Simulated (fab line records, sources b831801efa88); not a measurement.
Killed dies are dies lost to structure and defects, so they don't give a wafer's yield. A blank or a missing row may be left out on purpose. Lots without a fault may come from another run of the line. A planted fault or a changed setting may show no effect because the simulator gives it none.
fab line records | flow sky130
record lots=14 wafers=42 last_day=48
route steps=708 shown VIA3@594 METAL4@602
lots that met no fault: from a run of the same line without faults
start_h: hours from the record's first day to the start of the lot's first wafer shown | wait_h: hours since the lot's step before | " the same as in the row above | L1.1+2: a row that stands for several wafers | - no value, or no start given | * or withheld: withheld | < > ~ a bound
route shown NAME@n: a module of which the file shows steps, and the number in the route of the first | usual: mean/standard deviation of fault-free wafers | same: alike in all rows | chamber/n: place in a boat | sites: the reading at each site | _std_site: their standard deviation | _edge_site: outer sites' mean less inner sites' | radius_mm: how far each site lies from the wafer's centre | mask NAME#n: copy n | behind: the tool/chamber that last shaped the wafer | hold: why the lot was held/for how many hours/how that ended | device: the transistor (n, p or np) that didn't switch | end of line: the same wafers' tests at the end of the route | a step without rows: its recipe alone | killed: dies lost to structure and defects at the first sort, not the wafer's yield | map: a wafer's dies, x killed, . not, _ none there
set.NAME: the setting as run; set.NAME@STEP: as run at that earlier step | model.NAME: the simulator's own value behind a step, which no gauge read
steps of the route over a sample of lots; a table a step, a row a wafer
services: from which hour (start_h, from the record's first day; less than 0 if before it) a tool's chamber was out of use, for how many hours, and why
## steps
# step SKY_VIA3_CVD_21
# recipe material=W target_thk_nm=390 time_s=117.31 temp_c=400 pressure_torr=40
# usual heater_power_w=846/110
# columns lot.wafer tool chamber start_h wait_h heater_power_w
L654.2 cvd_w-02 0 938.58 0.0 700
L654.3 " 0 " " 697
L654.4 " 1 " " 934
L657.2 cvd_w-02 1 953.67 0.0 924
L657.4 " 1 " " 918
L657.5 " 0 " " 701
L659.3 cvd_w-02 1 961.49 0.1 931
L659.4 " 0 " " 709
L659.5 " 0 " " 689
L660.3 cvd_w-01 0 983.54 0.1 995
L660.5 " 0 " " 968
L660.6 " 1 " " 783
L662.3 cvd_w-01 1 985.08 0.1 798
L662.5 " 1 " " 785
L662.6 " 0 " " 965
L661.1 cvd_w-02 0 985.35 0.0 691
L661.4 " 0 " " 701
L661.5 " 0 " " 699
L663.3 cvd_w-01 1 998.13 0.1 783
L663.4 " 0 " " 973
L663.6 " 1 " " 791
L665.2 cvd_w-02 1 1005.70 0.0 927
L665.3 " 1 " " 920
L665.4 " 0 " " 696
L664.1 cvd_w-01 1 1007.45 0.0 777
L664.2 " 0 " " 967
L664.6 " 1 " " 788
L666.1 cvd_w-02 0 1009.93 0.0 700
L666.5 " 1 " " 936
L666.6 " 0 " " 705
L667.1 cvd_w-02 0 1025.90 0.0 696
L667.3 " 1 " " 957
L667.6 " 1 " " 958
L668.3 cvd_w-01 0 1026.92 0.1 976
L668.5 " 1 " " 785
L668.6 " 0 " " 968
L675.2 cvd_w-02 0 1070.14 0.0 719
L675.3 " 0 " " 726
L675.4 " 1 " " 925
L676.3 cvd_w-02 1 1075.65 0.1 954
L676.4 " 0 " " 721
L676.5 " 0 " " 695
# step SKY_VIA3_THK_MEAS_23
# recipe thk_meas_gauge=xrf reads=W_of_VIA3_CVD_21
# usual VIA3_W_THK=406/5.2
# columns lot.wafer tool chamber start_h wait_h VIA3_W_THK[nm]
L654.2 film_metro-04 - 938.83 0.1 406
L654.3 " - " " 403
L654.4 " - " " 411
L657.2 film_metro-02 - 953.92 0.1 413
L657.4 " - " " 410
L657.5 " - " " 400
L659.3 film_metro-02 - 961.71 0.1 408
L659.4 " - " " 407
L659.5 " - " " 407
L660.3 film_metro-04 - 983.77 0.1 409
L660.5 " - " " 414
L660.6 " - " " 405
L662.3 film_metro-03 - 985.30 0.1 399
L662.5 " - " " 406
L662.6 " - " " 407
L661.1 film_metro-04 - 985.59 0.1 400
L661.4 " - " " 400
L661.5 " - " " 405
L663.3 film_metro-02 - 998.35 0.1 408
L663.4 " - " " 408
L663.6 " - " " 411
L665.2 film_metro-02 - 1005.95 0.1 413
L665.3 " - " " 408
L665.4 " - " " 404
L664.1 film_metro-04 - 1007.69 0.1 411
L664.2 " - " " 408
L664.6 " - " " 407
L666.1 film_metro-04 - 1010.17 0.1 402
L666.5 " - " " 408
L666.6 " - " " 401
L667.1 film_metro-03 - 1026.14 0.1 404
L667.3 " - " " 407
L667.6 " - " " 402
L668.3 film_metro-02 - 1027.14 0.1 408
L668.5 " - " " 414
L668.6 " - " " 411
L675.2 film_metro-03 - 1070.40 0.1 393
L675.3 " - " " 393
L675.4 " - " " 402
L676.3 film_metro-02 - 1075.87 0.1 412
L676.4 " - " " 405
L676.5 " - " " 395
# step SKY_METAL4_SPUTTER_04
# recipe material=TiN target_thk_nm=70 power_w=6500 time_s=58.3 chamber_pressure_pa=0.4
# usual throttle_valve_pct=30.1/1.4
# columns lot.wafer tool chamber start_h wait_h throttle_valve_pct
L654.2 pvd_sputter-04 - 939.29 0.0 27.9
L654.3 " - " " 31.7
L654.4 " - " " 30.3
L657.2 pvd_sputter-01 - 954.38 0.0 31.7
L657.4 " - " " 32.3
L657.5 " - " " 32.1
L659.3 pvd_sputter-03 - 962.16 0.0 30.0
L659.4 " - " " 28.8
L659.5 " - " " 28.4
L660.3 pvd_sputter-04 - 984.27 0.0 31.0
L660.5 " - " " 31.1
L660.6 " - " " 27.7
L662.3 pvd_sputter-04 - 985.88 0.0 30.6
L662.5 " - " " 30.4
L662.6 " - " " 31.0
L661.1 pvd_sputter-03 - 986.18 0.0 29.6
L661.4 " - " " 30.0
L661.5 " - " " 29.4
L663.3 pvd_sputter-03 - 998.80 0.0 28.7
L663.4 " - " " 30.2
L663.6 " - " " 29.3
L665.2 pvd_sputter-04 - 1006.41 0.0 27.8
L665.3 " - " " 30.2
L665.4 " - " " 31.3
L664.1 pvd_sputter-03 - 1008.19 0.0 30.1
L664.2 " - " " 28.9
L664.6 " - " " 28.8
L666.1 pvd_sputter-03 - 1010.64 0.0 29.0
L666.5 " - " " 30.0
L666.6 " - " " 29.7
L667.1 pvd_sputter-01 - 1026.61 0.0 32.0
L667.3 " - " " 31.9
L667.6 " - " " 29.8
L668.3 pvd_sputter-01 - 1027.59 0.0 32.1
L668.5 " - " " 29.9
L668.6 " - " " 32.5
L675.2 pvd_sputter-04 - 1070.85 0.0 30.3
L675.3 " - " " 31.7
L675.4 " - " " 31.2
L676.3 pvd_sputter-04 - 1076.31 0.0 31.8
L676.4 " - " " 31.0
L676.5 " - " " 30.2
# step SKY_METAL4_PEB_11
# recipe peb_temp_c=withheld peb_time_s=withheld resist=KrF-thick
# usual chill_plate_temp_C=* exhaust_pa=45.0/0.95
# columns lot.wafer tool chamber start_h wait_h chill_plate_temp_C exhaust_pa
L654.2 litho_track-03 0 987 - * 43.5
L654.3 " 0 " " * 45.7
L654.4 " 0 " " * 45.2
L657.2 litho_track-01 0 1003 - * 44.3
L657.4 " 0 " " * 44.6
L657.5 " 0 " " * 44.0
L659.3 litho_track-01 0 1009 - * 45.8
L659.4 " 0 " " * 46.2
L659.5 " 0 " " * 44.1
L660.3 litho_track-01 0 1031 - * 45.2
L660.5 " 0 " " * 44.9
L660.6 " 0 " " * 44.3
L662.3 litho_track-03 0 1033 - * 44.9
L662.5 " 0 " " * 46.0
L662.6 " 0 " " * 44.8
L661.1 litho_track-01 0 1033 - * 45.3
L661.4 " 0 " " * 44.4
L661.5 " 0 " " * 43.1
L663.3 litho_track-02 0 1045 - * 45.6
L663.4 " 0 " " * 44.9
L663.6 " 0 " " * 45.0
L665.2 litho_track-01 0 1051 - * 46.6
L665.3 " 0 " " * 44.9
L665.4 " 0 " " * 45.4
L664.1 litho_track-02 0 1053 - * 44.0
L664.2 " 0 " " * 45.4
L664.6 " 0 " " * 44.0
L666.1 litho_track-03 0 1056 - * 44.7
L666.5 " 0 " " * 44.8
L666.6 " 0 " " * 45.4
L667.1 litho_track-03 0 1071 - * 45.9
L667.3 " 0 " " * 45.4
L667.6 " 0 " " * 45.3
L668.3 litho_track-01 0 1071 - * 46.1
L668.5 " 0 " " * 45.8
L668.6 " 0 " " * 46.3
L675.2 litho_track-03 - 1112 - - -
L675.3 " - " " - -
L675.4 " - " " - -
L676.3 litho_track-03 - 1116 - - -
L676.4 " - " " - -
L676.5 " - " " - -
## services
# columns tool chamber start_h hours kind
cvd_w-02 0 918.00 - clean
cvd_w-02 1 918.00 - clean
cvd_w-02 - 950.79 0.5 repair
pvd_sputter-03 - 997.14 1.0 repair
litho_track-02 - 1000.51 - consumable_replace:filter
pvd_sputter-01 - 1003.49 7.4 repair
pvd_sputter-01 - 1011.39 7.3 repair
cvd_w-01 - 1068.96 6.0 pm
cvd_w-02 1 1093.00 3.7 repair
cvd_w-02 1 1114.62 8.4 repair
## key
first_sign step=SKY_METAL4_PEB_11 reading=tool_record direction=missing
effect none on later readings
met_at SKY_METAL4_PEB_11
struck_lots L675,L676
later_rows_left_out L675.2,L675.3,L675.4,L676.3,L676.4,L676.5
sort_left_out L675.2,L675.3,L675.4,L676.3,L676.4,L676.5
not_acting_at SKY_VIA3_CVD_21,SKY_VIA3_THK_MEAS_23,SKY_METAL4_SPUTTER_04
onset_between 1071 1112
fault kind=skipped_step_whole tool=litho_track-03 chamber=- onset_h=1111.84 steps=SKY_METAL4_PEB_11 scope=struck_lots_only
# sort_left_out: the simulated sort isn't trusted on such a fault, so these wafers' sort isn't shown, and their yield isn't known
# later_rows_left_out: the simulator's readings of these wafers behind a module that went badly wrong aren't trusted and aren't shown, but for the sort
